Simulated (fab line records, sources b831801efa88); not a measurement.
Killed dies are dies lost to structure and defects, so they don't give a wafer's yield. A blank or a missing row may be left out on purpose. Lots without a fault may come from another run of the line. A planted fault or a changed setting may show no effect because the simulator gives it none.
Chamber matching | flow gf180mcu | GF_V1_CVD_02 on pecvd-04: 3 sister chambers
The step deposits SiO2 from TEOS, target thk 850 nm, time 94.851 s. 6 wafers are shown with their chamber, then 10 later ones without.

WAFERS WITH THEIR CHAMBER
wafer  | chamber | heater_power_w (W)
L085.6 | 1       | 581
L087.1 | 0       | 620
L087.3 | 2       | 727
L087.4 | 2       | 752
L090.2 | 0       | 576
L090.3 | 1       | 660

WAFERS WITHOUT THEIR CHAMBER
wafer  | heater_power_w (W)
L090.5 | 585
L094.3 | 617
L094.4 | 699
L094.6 | 746
L095.3 | 753
L095.4 | 597
L095.5 | 645
L097.2 | 605
L097.4 | 521
L097.6 | 666

WHICH CHAMBER EACH WENT THROUGH
wafer  | from the rows above          | in truth
L090.5 | can't be placed: 0 or 1      | 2
L094.3 | can't be placed: 1 or 0      | 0
L094.4 | can't be placed: 2 or 1 or 0 | 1
L094.6 | 2                            | 2
L095.3 | 2                            | 2
L095.4 | can't be placed: 0 or 1      | 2
L095.5 | can't be placed: 1 or 0 or 2 | 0
L097.2 | can't be placed: 0 or 1      | 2
L097.4 | can't be placed: 0 or 1      | 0
L097.6 | can't be placed: 1 or 0 or 2 | 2
Placed correctly: 2 of 10. Can't be placed from these rows: 8 (the true chamber is among the candidates in 5). Placed wrongly: 0.
How it was worked out, from the rows above alone: a wafer's distance from a chamber is the root of the sum, over the readings, of the square of ((its reading less the chamber's mean) divided by the reading's scatter). The wafer belongs to the nearest chamber; if the next one is less than 2 further off, it can't be placed. A chamber's mean is the mean of its shown wafers. The scatter: the root of (the sum of the squares of (reading less its chamber's mean) over the shown wafers, divided by (wafers less chambers)).
